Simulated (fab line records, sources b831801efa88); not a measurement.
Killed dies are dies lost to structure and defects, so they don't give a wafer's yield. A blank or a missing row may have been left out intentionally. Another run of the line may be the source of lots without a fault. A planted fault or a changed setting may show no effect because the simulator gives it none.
fab line records	flow sky130	part 1 of 2: steps 1 to 25 of 34
[record] lots = 5	wafers = 15	last_day = 48
route steps=708 shown METAL4@637 VIA4@639 METAL5@661
lots with no fault: from the same line, run without faults
start_h: hours from the record's opening day to when the first of the lot's shown wafers began	wait_h: how many hours have passed since the lot's step before this one	" same as the row above	L1.1+2: a single row standing in for several wafers	- no value, or no start given	* or withheld: withheld	< > ~ a bound
route shown NAME@n: names a module that has steps shown in the file, with the first one's number in the route	usual: the fault-free wafers' mean and standard deviation	same: alike in all rows	chamber/n: place in a boat	sites: readings site by site	_std_site: standard deviation of those values	_edge_site: mean of outer sites minus mean of inner sites	radius_mm: for every site, how far away it sits from the centre of the wafer	mask NAME#n: copy n	behind: the most recent tool/chamber to have shaped the wafer	hold: cause of the lot's hold/its duration in hours/its outcome	device: whichever transistor did not switch (one of n, p or np)	end of line: tests run on the same wafers once the route is complete	step lacking rows: just its recipe	killed: dies lost to structure and defects at the first sort, not the wafer's yield	map: dies across one wafer; x = killed, . = not, _ = none there
set.NAME: the setting the step ran with; set.NAME@STEP: the setting that earlier step ran with	model.NAME: the simulator's own value behind a step, which no gauge read
certain route steps with their lots: each step a table, each wafer a row
services: a tool's chamber out of use, with start hour (start_h, from the record's first day; less than 0 if before it), hours out, and reason
[[steps]]
[step SKY_METAL4_CLEAN_21]
[recipe] chemistry = IPA	time_s = 180	temp_c = 25
[usual] temp_c = 25.01/0.11
lot.wafer	tool	chamber	start_h	wait_h	temp_c
L074.2	wet_bench-03	1	979.15	0.0	25.21
L074.3	"	1	"	"	24.80
L074.4	"	1	"	"	24.82
L079.3	wet_bench-04	0	1022.37	0.0	24.76
L079.4	"	0	"	"	24.91
L079.5	"	0	"	"	24.73
L081.3	wet_bench-02	0	1034.17	0.0	25.03
L081.4	"	0	"	"	25.06
L081.6	"	0	"	"	24.95
L082.3	wet_bench-03	3	1038.37	0.0	25.08
L082.4	"	3	"	"	25.15
L082.5	"	3	"	"	25.04
L089.1	wet_bench-02	2	1071.87	0.0	24.90
L089.4	"	2	"	"	24.95
L089.6	"	2	"	"	25.05
[step SKY_METAL4_CLEAN_22]
[recipe] chemistry = O3/DIW	dry = n2_spin
lot.wafer	tool	chamber	start_h	wait_h
L074.2+3+4	wet_bench-04	3	979.21	0.0
L079.3+4+5	wet_bench-03	3	1022.43	0.0
L081.3+4+6	wet_bench-03	0	1034.23	0.0
L082.3+4+5	wet_bench-02	3	1038.42	0.0
L089.1+4+6	wet_bench-03	1	1071.92	0.0
[step SKY_VIA4_HDPCVD_00]
[recipe] material = SiO2	target_thk_nm = 1750	sigma_open_frac = 0.3	time_s = 291.7	temp_c = 400	sih4_flow_sccm = 60	pressure_mtorr = 6
lot.wafer	tool	chamber	start_h	wait_h
L074.2+3+4	hdpcvd-02	2,1,0	979.39	0.0
L079.3+4+5	hdpcvd-01	0,2,0	1022.53	0.0
L081.3+4+6	hdpcvd-02	1,2,0	1034.32	0.0
L082.3+4+5	hdpcvd-01	1,0,2	1038.52	0.0
L089.1+4+6	hdpcvd-01	0,0,1	1072.02	0.0
[step SKY_VIA4_THK_MEAS_01]
[recipe] reads = SiO2_of_VIA4_HDPCVD_00
[usual] VIA4_HDPCVD_THK = 1753/18
lot.wafer	tool	chamber	start_h	wait_h	VIA4_HDPCVD_THK[nm]
L074.2	film_metro-04	-	979.62	0.1	1753
L074.3	"	-	"	"	1750
L074.4	"	-	"	"	1758
L079.3	film_metro-03	-	1022.72	0.1	1760
L079.4	"	-	"	"	1786
L079.5	"	-	"	"	1768
L081.3	film_metro-02	-	1034.52	0.1	1756
L081.4	"	-	"	"	1777
L081.6	"	-	"	"	1776
L082.3	film_metro-04	-	1038.71	0.1	1732
L082.4	"	-	"	"	1726
L082.5	"	-	"	"	1749
L089.1	film_metro-02	-	1072.20	0.1	1720
L089.4	"	-	"	"	1723
L089.6	"	-	"	"	1736
[step SKY_VIA4_CMP_02]
[recipe] material = SiO2	down_force_psi = 4	platen_rpm = 60	pad_velocity_m_s = 0.94248
[usual] motor_current_A = 12.1/1
lot.wafer	tool	chamber	start_h	wait_h	motor_current_A
L074.2	cmp-02	1	979.67	0.0	11.5
L074.4	"	2	"	"	11.1
L074.3	"	3	"	"	10.5
L079.3	cmp-02	2	1022.76	0.0	10.5
L079.4	"	0	"	"	11.2
L079.5	"	3	"	"	11.5
L081.4	cmp-02	2	1034.56	0.0	10.4
L081.3	"	3	"	"	11.7
L081.6	"	2	"	"	10.9
L082.3	cmp-01	0	1038.75	0.0	12.7
L082.4	"	2	"	"	12.8
L082.5	"	1	"	"	13.1
L089.4	cmp-02	0	1072.26	0.0	11.1
L089.1	"	2	"	"	10.2
L089.6	"	1	"	"	11.9
[step SKY_VIA4_BOW_MEAS_03]
[recipe] mode = bow
[usual] VIA4_BOW = 80/8.5
lot.wafer	tool	chamber	start_h	wait_h	VIA4_BOW[um]
L074.2	film_metro-04	-	979.99	0.3	88
L074.3	"	-	"	"	76
L074.4	"	-	"	"	72
L079.3	film_metro-02	-	1023.10	0.3	99
L079.4	"	-	"	"	102
L079.5	"	-	"	"	90
L081.3	film_metro-03	-	1034.90	0.2	78
L081.4	"	-	"	"	77
L081.6	"	-	"	"	68
L082.3	film_metro-03	-	1039.09	0.3	82
L082.4	"	-	"	"	76
L082.5	"	-	"	"	83
L089.1	film_metro-04	-	1072.56	0.1	91
L089.4	"	-	"	"	83
L089.6	"	-	"	"	84
[step SKY_VIA4_DEHYDRATE_04]
[recipe] temp_c = 200	time_s = 60
[usual] exhaust_pa = 44.9/0.88
lot.wafer	tool	chamber	start_h	wait_h	exhaust_pa
L074.2	litho_track-01	0	990.47	10.5	45.5
L074.3	"	0	"	"	44.4
L074.4	"	0	"	"	45.9
L079.3	litho_track-02	0	1033.77	10.6	45.4
L079.4	"	0	"	"	45.7
L079.5	"	0	"	"	44.5
L081.3	litho_track-02	0	1045.62	10.7	45.3
L081.4	"	0	"	"	43.8
L081.6	"	0	"	"	44.5
L082.3	litho_track-04	0	1049.45	10.3	44.0
L082.4	"	0	"	"	44.9
L082.5	"	0	"	"	45.0
L089.1	litho_track-02	0	1082.57	10.0	44.7
L089.4	"	0	"	"	44.6
L089.6	"	0	"	"	45.4
[step SKY_VIA4_HMDS_05]
[recipe] prime_time_s = 60	prime_temp_c = 120
[usual] exhaust_pa = 45.3/0.82
lot.wafer	tool	chamber	start_h	wait_h	exhaust_pa
L074.2	litho_track-01	0	990.62	0.1	44.3
L074.3	"	0	"	"	43.9
L074.4	"	0	"	"	45.6
L079.3	litho_track-02	0	1033.92	0.1	46.5
L079.4	"	0	"	"	44.9
L079.5	"	0	"	"	44.9
L081.3	litho_track-02	0	1045.77	0.1	46.0
L081.4	"	0	"	"	45.6
L081.6	"	0	"	"	44.9
L082.3	litho_track-04	0	1049.60	0.1	46.1
L082.4	"	0	"	"	47.7
L082.5	"	0	"	"	45.6
L089.1	litho_track-02	0	1082.72	0.1	44.7
L089.4	"	0	"	"	46.6
L089.6	"	0	"	"	44.2
[step SKY_VIA4_COAT_06]
[recipe] resist = NOVOLAK	spin_rpm = 3000	resist_thk_nm = 1140
[usual] exhaust_pa = 44.9/0.93
lot.wafer	tool	chamber	start_h	wait_h	exhaust_pa
L074.2	litho_track-01	0	990.77	0.1	46.0
L074.3	"	0	"	"	47.6
L074.4	"	0	"	"	47.0
L079.3	litho_track-02	0	1034.07	0.1	44.8
L079.4	"	0	"	"	44.9
L079.5	"	0	"	"	45.2
L081.3	litho_track-02	0	1045.92	0.1	47.0
L081.4	"	0	"	"	45.6
L081.6	"	0	"	"	46.7
L082.3	litho_track-04	0	1049.75	0.1	45.6
L082.4	"	0	"	"	45.2
L082.5	"	0	"	"	46.0
L089.1	litho_track-02	0	1082.87	0.1	44.6
L089.4	"	0	"	"	45.6
L089.6	"	0	"	"	44.9
[step SKY_VIA4_SOFTBAKE_07]
[recipe] temp_c = 90	time_s = 60	resist = NOVOLAK
[usual] exhaust_pa = 45.2/0.81
lot.wafer	tool	chamber	start_h	wait_h	exhaust_pa
L074.2	litho_track-01	0	990.92	0.1	44.2
L074.3	"	0	"	"	46.1
L074.4	"	0	"	"	44.8
L079.3	litho_track-02	0	1034.22	0.1	44.9
L079.4	"	0	"	"	45.7
L079.5	"	0	"	"	46.2
L081.3	litho_track-02	0	1046.07	0.1	44.7
L081.4	"	0	"	"	44.8
L081.6	"	0	"	"	44.6
L082.3	litho_track-04	0	1049.90	0.1	45.6
L082.4	"	0	"	"	45.4
L082.5	"	0	"	"	45.2
L089.1	litho_track-02	0	1083.02	0.1	45.3
L089.4	"	0	"	"	47.2
L089.6	"	0	"	"	44.9
[step SKY_VIA4_EXPOSE_08]
[recipe] mask_id = VIM4	na = 0.6	source_shape = conventional	sigma_outer = 0.6	polarization = unpolarized	target_cd_nm = 800	dose_mj = 132
lot.wafer	tool	chamber	start_h	wait_h	mask
L074.2+3+4	iline_stepper-02	0	-	-	VIM4#0
L079.3+4+5	iline_stepper-01	0	-	-	VIM4#0
L081.3+4+6	iline_stepper-02	0	-	-	VIM4#0
L082.3+4+5	iline_stepper-02	0	-	-	VIM4#0
L089.1+4+6	iline_stepper-01	0	-	-	VIM4#0
[step SKY_VIA4_PEB_09]
[recipe] temp_c = withheld	time_s = *	resist = NOVOLAK
[usual] exhaust_pa = 45.0/0.99
lot.wafer	tool	chamber	start_h	wait_h	exhaust_pa
L074.2	litho_track-04	0	-	-	45.3
L074.3	"	0	"	"	45.3
L074.4	"	0	"	"	45.9
L079.3	litho_track-04	0	-	-	44.7
L079.4	"	0	"	"	44.7
L079.5	"	0	"	"	44.2
L081.3	litho_track-01	0	-	-	45.6
L081.4	"	0	"	"	44.9
L081.6	"	0	"	"	45.6
L082.3	litho_track-02	0	-	-	46.2
L082.4	"	0	"	"	44.5
L082.5	"	0	"	"	44.4
L089.1	litho_track-01	0	-	-	45.4
L089.4	"	0	"	"	46.4
L089.6	"	0	"	"	44.5
[step SKY_VIA4_DEVELOP_10]
[recipe] resist = NOVOLAK	developer = TMAH	develop_time_s = 60	dev_temp_c = 23
[usual] exhaust_pa = 45.0/0.94
lot.wafer	tool	chamber	start_h	wait_h	exhaust_pa
L074.2	litho_track-04	0	1002.33	0.1	44.4
L074.3	"	0	"	"	46.0
L074.4	"	0	"	"	44.6
L079.3	litho_track-04	0	1044.90	0.1	46.3
L079.4	"	0	"	"	46.1
L079.5	"	0	"	"	47.1
L081.3	litho_track-01	0	1056.95	0.1	45.5
L081.4	"	0	"	"	45.0
L081.6	"	0	"	"	44.0
L082.3	litho_track-02	0	1060.57	0.1	44.2
L082.4	"	0	"	"	45.0
L082.5	"	0	"	"	44.7
L089.1	litho_track-01	0	1092.40	0.1	45.1
L089.4	"	0	"	"	44.3
L089.6	"	0	"	"	45.9
[step SKY_VIA4_OVL_MEAS_11]
[usual] VIA4_OVL = 0.1/1.4
lot.wafer	tool	chamber	start_h	wait_h	VIA4_OVL[nm]
L074.2	overlay-01	-	1002.46	0.1	-0.7
L074.3	"	-	"	"	-0.6
L074.4	"	-	"	"	-1.9
L079.3	overlay-02	-	1045.01	0.1	-0.5
L079.4	"	-	"	"	-0.1
L079.5	"	-	"	"	0.2
L081.3	overlay-02	-	1057.06	0.1	1.2
L081.4	"	-	"	"	-0.7
L081.6	"	-	"	"	0.2
L082.3	overlay-01	-	1060.69	0.1	-0.4
L082.4	"	-	"	"	-0.5
L082.5	"	-	"	"	0.1
L089.1	overlay-01	-	1092.55	0.1	-2.6
L089.4	"	-	"	"	-1.0
L089.6	"	-	"	"	-0.6
[step SKY_VIA4_ETCH_12]
[recipe] target = SiO2	chemistry = C4F8/O2/Ar	stop_on = TiN	mask_material = NOVOLAK	source_w = 1500	bias_w = 1200	pressure_mtorr = 40	c4f8_flow_sccm = withheld	O2_flow_sccm = 6	Ar_flow_sccm = 300	time_s = withheld	target_depth_a = 5800
[usual] oes_product_au = 0.925/0.0048
lot.wafer	tool	chamber	start_h	wait_h	oes_product_au
L074.2	rie_diel-04	3	1002.49	0.0	0.931
L074.3	"	1	"	"	0.927
L074.4	"	2	"	"	0.927
L079.3	rie_diel-03	0	1045.04	0.0	0.920
L079.4	"	1	"	"	0.917
L079.5	"	0	"	"	0.925
L081.3	rie_diel-04	1	1057.08	0.0	0.923
L081.4	"	2	"	"	0.923
L081.6	"	3	"	"	0.926
L082.3	rie_diel-02	1	1060.71	0.0	0.932
L082.4	"	0	"	"	0.924
L082.5	"	3	"	"	0.919
L089.1	rie_diel-04	0	1092.58	0.0	0.930
L089.4	"	1	"	"	0.933
L089.6	"	1	"	"	0.925
[step SKY_VIA4_STRIP_13]
[recipe] chemistry = O2/N2	power_w = 1400	pressure_mtorr = 1500	platen_temp_c = withheld	o2_flow_sccm = 3000	n2_flow_sccm = 300	overash_fraction = 0.5
[usual] drypump_motor_current_A = 5.5/0.44	oes_product_au = 0.709/0.0046	strip_time_to_endpoint_s = 12.809/0.027
lot.wafer	tool	chamber	start_h	wait_h	drypump_motor_current_A	oes_product_au	rf_hours_counter_h	strip_time_to_endpoint_s
L074.2	plasma_asher-03	1	1002.56	-	5.7	0.708	23	12.840
L074.3	"	0	"	"	4.9	0.707	-	12.844
L074.4	"	1	"	"	5.7	0.709	-	12.824
L079.3	plasma_asher-03	0	1045.14	-	4.9	0.706	-	12.823
L079.4	"	1	"	"	5.8	0.704	-	12.885
L079.5	"	0	"	"	4.9	0.704	-	12.813
L081.3	plasma_asher-02	1	1057.19	-	5.8	0.710	-	12.820
L081.4	"	0	"	"	6.1	0.704	-	12.782
L081.6	"	0	"	"	6.1	0.707	-	12.841
L082.3	plasma_asher-02	1	1060.82	-	5.8	0.712	-	12.777
L082.4	"	0	"	"	6.1	0.708	-	12.792
L082.5	"	1	"	"	5.8	0.709	-	12.818
L089.1	plasma_asher-03	0	1092.66	-	4.9	0.705	37	12.796
L089.4	"	1	"	"	5.8	0.707	-	12.760
L089.6	"	0	"	"	4.9	0.704	-	12.806
[step SKY_VIA4_STRIP_14]
[recipe] chemistry = post_etch_residue_remover	time_s = 1200	temp_c = 72.5
[usual] temp_c = 72.49/0.13
lot.wafer	tool	chamber	start_h	wait_h	temp_c
L074.2	wet_bench-03	3	1002.69	0.1	72.43
L074.3	"	3	"	"	72.39
L074.4	"	3	"	"	72.39
L079.3	wet_bench-04	0	1045.21	0.0	72.33
L079.4	"	0	"	"	72.21
L079.5	"	0	"	"	72.21
L081.3	wet_bench-04	3	1057.26	0.0	72.54
L081.4	"	3	"	"	72.55
L081.6	"	3	"	"	72.53
L082.3	wet_bench-01	3	1060.88	0.0	72.46
L082.4	"	3	"	"	72.37
L082.5	"	3	"	"	72.58
L089.1	wet_bench-04	3	1092.76	0.1	72.55
L089.4	"	3	"	"	72.45
L089.6	"	3	"	"	72.49
[step SKY_VIA4_CLEAN_15]
[recipe] chemistry = IPA	time_s = 180	temp_c = 25
[usual] temp_c = 25.02/0.12
lot.wafer	tool	chamber	start_h	wait_h	temp_c
L074.2	wet_bench-03	1	1003.16	0.1	24.92
L074.3	"	1	"	"	24.99
L074.4	"	1	"	"	24.98
L079.3	wet_bench-03	2	1045.55	0.0	25.08
L079.4	"	2	"	"	25.08
L079.5	"	2	"	"	25.01
L081.3	wet_bench-01	1	1057.63	0.0	25.12
L081.4	"	1	"	"	24.85
L081.6	"	1	"	"	24.88
L082.3	wet_bench-03	3	1061.22	0.0	24.91
L082.4	"	3	"	"	24.96
L082.5	"	3	"	"	25.15
L089.1	wet_bench-01	0	1093.10	0.0	24.85
L089.4	"	0	"	"	24.93
L089.6	"	0	"	"	24.97
[step SKY_VIA4_CLEAN_16]
[recipe] chemistry = O3/DIW	dry = n2_spin
lot.wafer	tool	chamber	start_h	wait_h
L074.2+3+4	wet_bench-03	1	1003.23	0.0
L079.3+4+5	wet_bench-01	2	1045.61	0.0
L081.3+4+6	wet_bench-04	2	1057.69	0.0
L082.3+4+5	wet_bench-04	2	1061.28	0.0
L089.1+4+6	wet_bench-03	0	1093.16	0.0
[step SKY_VIA4_SPUTTER_17]
[recipe] material = TiN	target_thk_nm = 20	chamber_pressure_pa = 5	power_w = 4000	time_s = 80
[usual] cathode_dc_power_W = 4000.1/0.64	chamber_pressure_pa = 4.999/0.0096	throttle_valve_pct = 30.3/0.99
lot.wafer	tool	chamber	start_h	wait_h	cathode_dc_power_W	chamber_pressure_pa	throttle_valve_pct
L074.2	pvd_sputter-04	-	1003.33	0.0	3999.8	5.005	31.4
L074.3	"	-	"	"	4000.0	4.984	29.3
L074.4	"	-	"	"	3999.6	4.992	32.7
L079.3	pvd_sputter-01	-	1045.70	0.0	4000.3	4.975	29.5
L079.4	"	-	"	"	3999.2	5.017	31.1
L079.5	"	-	"	"	4000.0	5.001	30.2
L081.3	pvd_sputter-04	-	1057.79	0.0	4000.7	5.002	29.4
L081.4	"	-	"	"	4001.3	4.986	29.1
L081.6	"	-	"	"	4001.0	4.998	32.4
L082.3	pvd_sputter-01	-	1061.38	0.0	3999.7	4.999	31.2
L082.4	"	-	"	"	4000.3	4.999	30.4
L082.5	"	-	"	"	3999.4	5.009	31.2
L089.1	pvd_sputter-04	-	1093.25	0.0	4000.8	4.999	29.3
L089.4	"	-	"	"	3999.1	5.013	31.6
L089.6	"	-	"	"	4001.2	5.019	28.9
[step SKY_VIA4_CVD_18]
[recipe] material = W	target_thk_nm = 505	time_s = 152.14	temp_c = 400	pressure_torr = 40
[usual] heater_power_w = 832/83
lot.wafer	tool	chamber	start_h	wait_h	heater_power_w
L074.2	cvd_w-01	1	1003.39	0.0	721
L074.3	"	0	"	"	800
L074.4	"	1	"	"	733
L079.3	cvd_w-02	1	1045.86	0.1	883
L079.4	"	1	"	"	868
L079.5	"	1	"	"	885
L081.3	cvd_w-02	0	1057.90	0.1	960
L081.4	"	1	"	"	873
L081.6	"	1	"	"	899
L082.3	cvd_w-01	1	1061.49	0.1	736
L082.4	"	0	"	"	807
L082.5	"	0	"	"	795
L089.1	cvd_w-01	0	1093.31	0.0	803
L089.4	"	0	"	"	822
L089.6	"	0	"	"	800
[step SKY_VIA4_RS_MEAS_19]
[recipe] thk_meas_gauge = four-point-probe	reads = W_of_VIA4_CVD_18+TiN_of_VIA4_SPUTTER_17
[usual] VIA4_W_RS = 0.226/0.0033
lot.wafer	tool	chamber	start_h	wait_h	VIA4_W_RS[ohm/sq]
L074.2	film_metro-03	-	1003.56	0.1	0.226
L074.3	"	-	"	"	0.228
L074.4	"	-	"	"	0.226
L079.3	film_metro-02	-	1046.11	0.2	0.221
L079.4	"	-	"	"	0.219
L079.5	"	-	"	"	0.222
L081.3	film_metro-04	-	1058.05	0.1	0.227
L081.4	"	-	"	"	0.221
L081.6	"	-	"	"	0.220
L082.3	film_metro-03	-	1061.64	0.1	0.227
L082.4	"	-	"	"	0.226
L082.5	"	-	"	"	0.226
L089.1	film_metro-04	-	1093.46	0.1	0.227
L089.4	"	-	"	"	0.232
L089.6	"	-	"	"	0.228
[step SKY_VIA4_THK_MEAS_20]
[recipe] thk_meas_gauge = xrf	reads = W_of_VIA4_CVD_18
[usual] VIA4_W_THK = 512/7.5
lot.wafer	tool	chamber	start_h	wait_h	VIA4_W_THK[nm]
L074.2	film_metro-03	-	1003.67	0.1	512
L074.3	"	-	"	"	507
L074.4	"	-	"	"	511
L079.3	film_metro-02	-	1046.21	0.1	522
L079.4	"	-	"	"	527
L079.5	"	-	"	"	518
L081.3	film_metro-04	-	1058.15	0.1	513
L081.4	"	-	"	"	527
L081.6	"	-	"	"	530
L082.3	film_metro-03	-	1061.74	0.1	506
L082.4	"	-	"	"	508
L082.5	"	-	"	"	508
L089.1	film_metro-04	-	1093.58	0.1	506
L089.4	"	-	"	"	498
L089.6	"	-	"	"	505
[step SKY_VIA4_CMP_21]
[recipe] stop_on = SiO2	t_overpolish_s = 25	down_force_psi = 3.5	platen_rpm = 60	target_thk_nm = 0	pad_velocity_m_s = 0.94248
[usual] motor_current_A = 11.6/0.87	overpolish_run_s = 25.000/0.0094	time_to_endpoint_s = 123/3.7
lot.wafer	tool	chamber	start_h	wait_h	motor_current_A	overpolish_run_s	time_to_endpoint_s
L074.4	cmp-01	0	1003.72	0.0	11.7	25.004	123
L074.3	"	1	"	"	12.4	24.993	120
L074.2	"	2	"	"	12.4	24.997	127
L079.4	cmp-01	0	1046.25	0.0	11.7	25.005	130
L079.3	"	1	"	"	12.4	25.006	127
L079.5	"	0	"	"	12.1	25.004	126
L081.3	cmp-01	0	1058.19	0.0	12.5	25.010	127
L081.4	"	1	"	"	12.7	24.989	124
L081.6	"	1	"	"	12.1	24.999	124
L082.3	cmp-01	0	1061.88	0.1	12.0	24.994	126
L082.4	"	1	"	"	12.8	24.989	126
L082.5	"	2	"	"	12.4	24.991	125
L089.1	cmp-01	1	1093.64	0.1	12.4	25.025	120
L089.4	"	0	"	"	11.8	24.986	119
L089.6	"	2	"	"	11.9	25.029	123
[step SKY_METAL5_SPUTTER_00]
[recipe] material = Ti	target_thk_nm = 15	power_w = 3000	time_s = 10	chamber_pressure_pa = 0.4
[usual] cathode_dc_power_W = 3000.2/0.56	chamber_pressure_pa = 0.3999/0.00078	throttle_valve_pct = 30.3/1.1
lot.wafer	tool	chamber	start_h	wait_h	cathode_dc_power_W	chamber_pressure_pa	throttle_valve_pct
L074.2	pvd_sputter-01	-	1004.02	0.1	3001.0	0.4002	30.7
L074.3	"	-	"	"	3000.2	0.4010	29.3
L074.4	"	-	"	"	3000.0	0.3994	30.3
L079.3	pvd_sputter-02	-	1046.55	0.2	3000.0	0.3999	29.7
L079.4	"	-	"	"	3000.3	0.4004	29.5
L079.5	"	-	"	"	2999.6	0.4007	30.8
L081.3	pvd_sputter-01	-	1058.49	0.2	3000.4	0.3996	30.6
L081.4	"	-	"	"	2999.8	0.3988	29.2
L081.6	"	-	"	"	3000.5	0.3986	30.5
L082.3	pvd_sputter-02	-	1062.08	0.1	3000.4	0.3993	29.9
L082.4	"	-	"	"	3000.2	0.4000	29.5
L082.5	"	-	"	"	3000.6	0.4008	29.0
L089.1	pvd_sputter-04	-	1093.94	0.2	3000.2	0.3989	31.7
L089.4	"	-	"	"	3000.1	0.3999	29.3
L089.6	"	-	"	"	2999.9	0.4005	29.4
